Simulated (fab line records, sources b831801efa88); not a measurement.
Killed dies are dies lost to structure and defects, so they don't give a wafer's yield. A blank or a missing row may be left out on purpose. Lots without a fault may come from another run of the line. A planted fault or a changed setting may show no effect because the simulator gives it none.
Chamber matching | flow sky130 | SKY_LI_CONTACT_ETCH_14 on rie_diel-02: 4 sister chambers
The step etches BARC in N2/H2, stops on SiO2, time 45.9 s, target depth 60 nm. 4 wafers are shown with their chamber, then 9 later ones without.

WAFERS WITH THEIR CHAMBER
wafer  | chamber | drypump_motor_current_A (A)
L083.4 | 1       | 5.2
L088.1 | 0       | 6.7
L089.1 | 2       | 6.5
L089.5 | 3       | 6.7

WAFERS WITHOUT THEIR CHAMBER
wafer  | drypump_motor_current_A (A)
L094.2 | 6.6
L094.3 | 6.7
L094.4 | 5.2
L095.2 | 6.6
L095.3 | 6.5
L095.4 | 5.2
L096.2 | 6.7
L096.4 | 6.5
L096.6 | 5.2

WHICH CHAMBER EACH WENT THROUGH
wafer  | from the rows above          | in truth
L094.2 | can't be placed: 2 or 0 or 3 | 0
L094.3 | can't be placed: 0 or 3      | 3
L094.4 | 1                            | 1
L095.2 | can't be placed: 2 or 0 or 3 | 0
L095.3 | 2                            | 2
L095.4 | 1                            | 1
L096.2 | can't be placed: 0 or 3      | 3
L096.4 | 2                            | 2
L096.6 | 1                            | 1
Placed correctly: 5 of 9. Can't be placed from these rows: 4 (the true chamber is among the candidates in 4). Placed wrongly: 0.
How it was worked out, from the rows above alone: a wafer's distance from a chamber is the root of the sum, over the readings, of the square of ((its reading less the chamber's mean) divided by the reading's scatter). The wafer belongs to the nearest chamber; if the next one is less than 2 further off, it can't be placed. A chamber's mean is the mean of its shown wafers. The scatter: with one shown wafer a chamber, the root of the mean of the squares of how far each hidden wafer lies from its nearest shown one.
